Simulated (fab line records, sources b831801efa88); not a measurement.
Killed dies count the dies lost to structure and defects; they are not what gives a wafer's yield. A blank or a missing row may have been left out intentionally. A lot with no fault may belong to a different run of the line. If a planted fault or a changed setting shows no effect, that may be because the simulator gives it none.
Which of the tools did it? + flow sfq-line + Sampling: 15 lots, 45 wafers, 4 of 325 route steps

== WHAT EACH GAUGE READ, for each wafer ==
SFQ_I0_BOW_MEAS_907.
| lot  | measured     | on            | I0_BOW (um) |
|------|--------------|---------------|-------------|
| L902 | day 8 20:34  | film-metro-02 | 6 6 8       |
| L903 | day 9 05:51  | film-metro-04 | 6 0 5       |
| L904 | day 9 12:44  | film-metro-04 | -3 5 4      |
| L905 | day 9 20:49  | film-metro-02 | 1 -9 -7     |
| L906 | day 10 00:44 | film-metro-03 | -2 1 -9     |
| L907 | day 10 05:50 | film-metro-02 | 3 2 9       |
| L909 | day 11 02:51 | film-metro-02 | 13 1 9      |
| L912 | day 12 02:51 | film-metro-04 | -4 3 4      |
| L915 | day 12 17:50 | film-metro-03 | 3 -1 0      |
| L916 | day 12 21:51 | film-metro-04 | -8 6 8      |
| L918 | day 13 04:52 | film-metro-02 | -6 0 -11    |
| L919 | day 13 14:17 | film-metro-04 | -2 -5 -10   |
| L920 | day 13 15:40 | film-metro-02 | -2 -9 8     |
| L922 | day 13 21:39 | film-metro-03 | -10 -17 -12 |
| L924 | day 14 13:22 | film-metro-02 | -6 9 4      |

== WHAT TOOL EACH LOT RAN ON (gives the tool, then ch and the chambers of the sampled wafers, and finally the start) ==
| lot  | SFQ_TRILAYER_L0_VIA_BARC_OPEN_VIA_ETCH_021 | SFQ_TRILAYER_M0_STRIP_STRIP_025   | SFQ_TRILAYER_I0_DEP_PECVD_027   |
|------|--------------------------------------------|-----------------------------------|---------------------------------|
| L902 | rie-diel-03 ch 0,2,3, day 4 18:53          | rie-metal-01 ch 0,1, day 8 08:20  | pecvd-03 ch 0,1, day 8 09:07    |
| L903 | rie-diel-03 ch 0,2,3, day 5 00:53          | rie-metal-01 ch 0,1, day 8 18:08  | pecvd-02 ch 0,1,2, day 8 18:43  |
| L904 | rie-diel-03 ch 0,1,2, day 5 06:53          | rie-metal-01 ch 0,1, day 8 23:56  | pecvd-02 ch 1,2, day 9 00:43    |
| L905 | rie-diel-03 ch 0,2,3, day 5 11:41          | rie-metal-01 ch 0,1, day 9 07:08  | pecvd-03 ch 0,1,2, day 9 07:55  |
| L906 | rie-diel-03 ch 0,1,2, day 5 16:29          | rie-metal-01 ch 0,1, day 9 11:56  | pecvd-01 ch 0,1,2, day 9 12:43  |
| L907 | rie-diel-03 ch 0,1,3, day 5 20:05          | rie-metal-01 ch 0,1, day 9 14:20  | pecvd-01 ch 1,2, day 9 15:07    |
| L909 | rie-diel-04 ch 0,1,3, day 6 11:47          | rie-metal-04 ch 0,1, day 10 11:06 | pecvd-01 ch 0,1, day 10 11:41   |
| L912 | rie-diel-04 ch 0,2,3, day 7 04:35          | rie-metal-04 ch 0,1, day 11 13:01 | pecvd-01 ch 0,1,2, day 11 13:46 |
| L915 | rie-diel-04 ch 1,3, day 8 01:46            | rie-metal-04 ch 0,1, day 12 10:25 | pecvd-01 ch 0,1, day 12 11:11   |
| L916 | rie-diel-04 ch 0,1,2, day 8 08:46          | rie-metal-03 ch 0,1, day 12 17:37 | pecvd-01 ch 0,1, day 12 18:23   |
| L918 | rie-diel-02 ch 1,2,3, day 8 15:58          | rie-metal-04 ch 0,1, day 12 23:37 | pecvd-01 ch 0,1, day 13 00:23   |
| L919 | rie-diel-03 ch 2,3, day 9 07:34            | rie-metal-04 ch 0,1, day 13 10:25 | pecvd-02 ch 0,2, day 13 11:11   |
| L920 | rie-diel-03 ch 0,2, day 9 12:22            | rie-metal-01 ch 0,1, day 13 11:56 | pecvd-01 ch 0,1, day 13 12:34   |
| L922 | rie-diel-04 ch 0,3, day 10 03:58           | rie-metal-04 ch 0,1, day 13 14:08 | pecvd-01 ch 0,1, day 13 15:05   |
| L924 | rie-diel-03 ch 1,3, day 14 05:34           | rie-metal-04 ch 0,1, day 14 09:19 | pecvd-01 ch 0,2, day 14 10:17   |
- SFQ_TRILAYER_L0_VIA_BARC_OPEN_VIA_ETCH_021: etches BARC in O2, target depth 125 nm, time 41.7 s.
- SFQ_TRILAYER_M0_STRIP_STRIP_025: strips in O2.
- SFQ_TRILAYER_I0_DEP_PECVD_027: deposits SiO2 from SiH4/N2O, time 111.11 s, target thk 500 nm.

== WHAT THE TOOLS THEMSELVES READ (means of the sampled wafers that have a number; where no wafer has one, the mark that the record gives instead) ==
SFQ_TRILAYER_L0_VIA_BARC_OPEN_VIA_ETCH_021.
| lot  | tool        | bias-w (W) | drypump-motor-current-A (A) | oes-product-au (a.u.) |
|------|-------------|------------|-----------------------------|-----------------------|
| L902 | rie-diel-03 | 79.90      | 6.3                         | 0.688                 |
| L903 | rie-diel-03 | 80.05      | 6.3                         | 0.683                 |
| L904 | rie-diel-03 | 79.82      | 5.9                         | 0.683                 |
| L905 | rie-diel-03 | 75.74      | 6.3                         | 0.681                 |
| L906 | rie-diel-03 | 75.55      | 5.9                         | 0.687                 |
| L907 | rie-diel-03 | 75.66      | 6.3                         | 0.689                 |
| L909 | rie-diel-04 | 79.84      | 5.8                         | 0.688                 |
| L912 | rie-diel-04 | 79.86      | 5.7                         | 0.685                 |
| L915 | rie-diel-04 | 80.00      | 6.2                         | 0.684                 |
| L916 | rie-diel-04 | 79.83      | 6.0                         | 0.685                 |
| L918 | rie-diel-02 | 80.04      | 6.0                         | 0.685                 |
| L919 | rie-diel-03 | 80.01      | 6.4                         | 0.686                 |
| L920 | rie-diel-03 | 79.95      | 5.9                         | 0.688                 |
| L922 | rie-diel-04 | 80.16      | 5.4                         | 0.685                 |
| L924 | rie-diel-03 | 80.07      | 6.4                         | 0.688                 |

SFQ_TRILAYER_M0_STRIP_STRIP_025.
| lot  | tool         | drypump-motor-current-A (A) | oes-product-au (a.u.) |
|------|--------------|-----------------------------|-----------------------|
| L902 | rie-metal-01 | 5.53                        | 0.998                 |
| L903 | rie-metal-01 | 5.70                        | 0.988                 |
| L904 | rie-metal-01 | 5.52                        | 0.998                 |
| L905 | rie-metal-01 | 5.69                        | 0.990                 |
| L906 | rie-metal-01 | 5.66                        | 0.994                 |
| L907 | rie-metal-01 | 5.70                        | 0.985                 |
| L909 | rie-metal-04 | 5.13                        | 1.007                 |
| L912 | rie-metal-04 | 5.15                        | 1.011                 |
| L915 | rie-metal-04 | 5.17                        | 1.012                 |
| L916 | rie-metal-03 | 5.34                        | 1.013                 |
| L918 | rie-metal-04 | 5.23                        | 1.001                 |
| L919 | rie-metal-04 | 5.13                        | 1.003                 |
| L920 | rie-metal-01 | 5.70                        | 0.989                 |
| L922 | rie-metal-04 | 5.21                        | 0.991                 |
| L924 | rie-metal-04 | 5.14                        | 1.003                 |

SFQ_TRILAYER_I0_DEP_PECVD_027.
| lot  | tool     | heater-power-w (W) | throttle-valve-pct (%) |
|------|----------|--------------------|------------------------|
| L902 | pecvd-03 | 105                | 25.1                   |
| L903 | pecvd-02 | 68                 | 25.0                   |
| L904 | pecvd-02 | 72                 | 24.6                   |
| L905 | pecvd-03 | 95                 | 25.3                   |
| L906 | pecvd-01 | 82                 | 26.4                   |
| L907 | pecvd-01 | 82                 | 26.8                   |
| L909 | pecvd-01 | 74                 | 26.6                   |
| L912 | pecvd-01 | 86                 | 26.5                   |
| L915 | pecvd-01 | 77                 | 26.9                   |
| L916 | pecvd-01 | 74                 | 26.9                   |
| L918 | pecvd-01 | 76                 | 26.7                   |
| L919 | pecvd-02 | 70                 | 24.8                   |
| L920 | pecvd-01 | 75                 | 27.0                   |
| L922 | pecvd-01 | 74                 | 26.8                   |
| L924 | pecvd-01 | 79                 | 26.5                   |

== THE ANSWER, worked out from the rows above alone ==
Rule: the usual values come from the lots themselves. The widest of any qualifying gaps counts: lots, ordered by their means at a reading, are off when they make up no more than a third of the lots, leave a main group of 4 or more, and stand apart from it by 3 or more times the standard deviation of that group's means. The tables above print the reading to a certain number of digits; a main group whose means all agree to those digits is not used. A lot without any number at a reading at which 4 lots or more have one is off too. Any other lot the step has rows for is counted as sound. The gauges are gone through in route order, then the tools' own readings, and for those a lot's mean is taken as printed above. At the first step where some lot is off, the reading lying furthest off is the one used; lots without a number count as furthest.
Off: L905, L906, L907 (SFQ_TRILAYER_L0_VIA_BARC_OPEN_VIA_ETCH_021, bias-w). Mean 79.96 W and standard deviation 0.11 in the main group.
A tool fits if, at that step or a process step before it, it ran every lot that is off, and no sound lot after the first of them. No candidate that was tried fits.

== WHAT THE SIMULATOR PUT IN ==
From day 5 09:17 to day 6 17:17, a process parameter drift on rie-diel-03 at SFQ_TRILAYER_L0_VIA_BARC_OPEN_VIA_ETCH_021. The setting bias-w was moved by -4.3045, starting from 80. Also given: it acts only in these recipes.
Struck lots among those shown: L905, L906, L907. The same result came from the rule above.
